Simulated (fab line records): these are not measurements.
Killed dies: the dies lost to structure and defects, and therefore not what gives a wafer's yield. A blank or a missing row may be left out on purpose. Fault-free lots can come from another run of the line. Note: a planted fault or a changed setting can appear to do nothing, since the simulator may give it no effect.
Comparing a struck lot with a sound one | flow gf180mcu | 43 steps out of a route of 602
Sound: wafers L219.1, L219.3, L219.5. Wafers L232.3, L232.4, L232.6 were the ones struck. The cause is given at the end.
At each step with rows: each side's tool, then ch and its chambers, then its first start. Under that, the readings that differ: sound wafers | struck wafers | difference of the means | sigmas: that difference in standard deviations of wafers without a fault.
alike: a reading whose means differ by less than 2 such deviations, as well as words and numbers matching on both sides. not compared: withheld readings; readings where some wafer has no value; bounds like >300 that might hide an equal value; numbers whose values overlap and for which the record gives no deviation.
Wherever a step has rows on one side only, a row that says differs or no value, or a row with sigmas, the two part there. Non-overlapping numbers with no deviation appear without sigmas and do not part them. Lack of a reading on every wafer of one side parts them only where that side has two or more wafers.

first, 1 step without rows for these wafers: GF_NWELL_IMPLANT_09.
GF_NWELL_STRIP_10: strips in O2/N2.
  sound on plasma-asher-02 ch 0,1, day 4 04:52; struck on plasma-asher-02 ch 0,1, day 7 02:26
  alike: drypump-motor-current-A, heater-power-w, oes-product-au, strip-time-to-endpoint-s
  not compared: rf-hours-counter-h
GF_NWELL_TW_MEAS_11:
  sound on film-metro-04 at day 4 04:58; struck on film-metro-03 at day 7 02:31
  alike: NWELL_TW
then, 7 steps without rows for these wafers: GF_LVPWELL_DEHYDRATE_00 (time 60 s); GF_LVPWELL_HMDS_01 (prime time 60 s); GF_LVPWELL_COAT_02 (resist thk 3000 nm); GF_LVPWELL_SOFTBAKE_03; GF_LVPWELL_EXPOSE_04 (exposes mask LVPWELL, target cd 600 nm); GF_LVPWELL_PEB_05; GF_LVPWELL_DEVELOP_06 (develop time 60 s).
GF_LVPWELL_OVL_MEAS_07:
  sound on overlay-01 at day 4 17:45; struck on overlay-02 at day 7 17:31
  alike: LVPWELL_OVL
then, 1 step without rows for these wafers: GF_LVPWELL_IMPLANT_08.
GF_LVPWELL_IMPLANT_09:
  struck on implanter-02, day 7 17:44; sound on implanter-02 ch 0, day 4 17:56
  no value came back on the struck wafers for beam-energy-keV, beam-on-s (s); on the sound wafers beam-energy-keV reads 59.978 59.979 60.015
GF_LVPWELL_STRIP_10: strips in O2/N2.
  sound on plasma-asher-04 ch 0,1, day 4 18:05; struck on plasma-asher-03 ch 0,1, day 7 17:52
  alike: drypump-motor-current-A, heater-power-w, oes-product-au, strip-time-to-endpoint-s
  not compared: rf-hours-counter-h
GF_LVPWELL_TW_MEAS_11:
  sound on film-metro-03 at day 4 18:11; struck on film-metro-01 at day 7 17:57
  reading    | sound             | struck            | difference | sigmas
  LVPWELL_TW | 563.2 564.6 563.2 | 526.1 525.9 525.6 | -37.8      | -14
then, 7 steps without rows for these wafers: GF_MVSD_DEHYDRATE_00 (time 60 s); GF_MVSD_HMDS_01 (prime time 60 s); GF_MVSD_COAT_02 (resist thk 3000 nm); GF_MVSD_SOFTBAKE_03; GF_MVSD_EXPOSE_04 (exposes mask MVSD, target cd 1000 nm); GF_MVSD_PEB_05; GF_MVSD_DEVELOP_06 (develop time 60 s).
GF_MVSD_OVL_MEAS_07:
  sound on overlay-02 at day 5 07:41; struck on overlay-02 at day 8 09:07
  alike: MVSD_OVL
then, 2 steps without rows for these wafers: GF_MVSD_IMPLANT_08; GF_MVSD_IMPLANT_09.
GF_MVSD_STRIP_10: strips in O2/N2.
  sound on plasma-asher-04 ch 0, day 5 08:01; struck on plasma-asher-01 ch 0,1, day 8 09:28
  alike: drypump-motor-current-A, heater-power-w, oes-product-au, strip-time-to-endpoint-s
  not compared: rf-hours-counter-h
GF_MVSD_TW_MEAS_11:
  sound on film-metro-01 at day 5 08:07; struck on film-metro-03 at day 8 09:33
  alike: MVSD_TW
then, 7 steps without rows for these wafers: GF_MVPSD_DEHYDRATE_00 (time 60 s); GF_MVPSD_HMDS_01 (prime time 60 s); GF_MVPSD_COAT_02 (resist thk 3000 nm); GF_MVPSD_SOFTBAKE_03; GF_MVPSD_EXPOSE_04 (exposes mask MVPSD, target cd 1000 nm); GF_MVPSD_PEB_05; GF_MVPSD_DEVELOP_06 (develop time 60 s).
GF_MVPSD_OVL_MEAS_07:
  sound on overlay-01 at day 5 21:50; struck on overlay-02 at day 9 02:01
  alike: MVPSD_OVL
then, 2 steps without rows for these wafers: GF_MVPSD_IMPLANT_08; GF_MVPSD_IMPLANT_09.
GF_MVPSD_STRIP_10: strips in O2/N2.
  sound on plasma-asher-03 ch 0,1, day 5 22:10; struck on plasma-asher-01 ch 0,1, day 9 02:22
  reading                     | sound       | struck      | difference | sigmas
  drypump-motor-current-A (A) | 5.1 5.4 5.1 | 5.7 6.0 6.0 | +0.7       | +2
  alike: heater-power-w, oes-product-au, strip-time-to-endpoint-s
  not compared: rf-hours-counter-h
GF_MVPSD_TW_MEAS_11:
  sound on film-metro-04 at day 5 22:16; struck on film-metro-04 at day 9 02:27
  alike: MVPSD_TW
then, 3 steps without rows for these wafers: GF_VT_IMPLANT_DEHYDRATE_00 (time 60 s); GF_VT_IMPLANT_HMDS_01 (prime time 60 s); GF_VT_IMPLANT_COAT_02 (resist thk 1000 nm).
-- the record jumps here: 3 days lie between the struck wafers' starts before and after --
GF_VT_IMPLANT_RS_MEAS_48: the measuring method here is four-point-probe.
  sound on film-metro-03 at day 8 10:55; struck on film-metro-03 at day 12 03:26
  reading             | sound          | struck         | difference | sigmas
  LVPWELL_RS (ohm/sq) | 1196 1196 1197 | 1545 1541 1541 | +346       | +94

== WHERE THEY PART ==
Last at GF_VT_IMPLANT_RS_MEAS_48 as far as this record goes, first at GF_LVPWELL_IMPLANT_09.

WHY: what had been put in by the simulator
Whole step skipped at GF_LVPWELL_IMPLANT_09 on implanter-02, starting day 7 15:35. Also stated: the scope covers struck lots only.
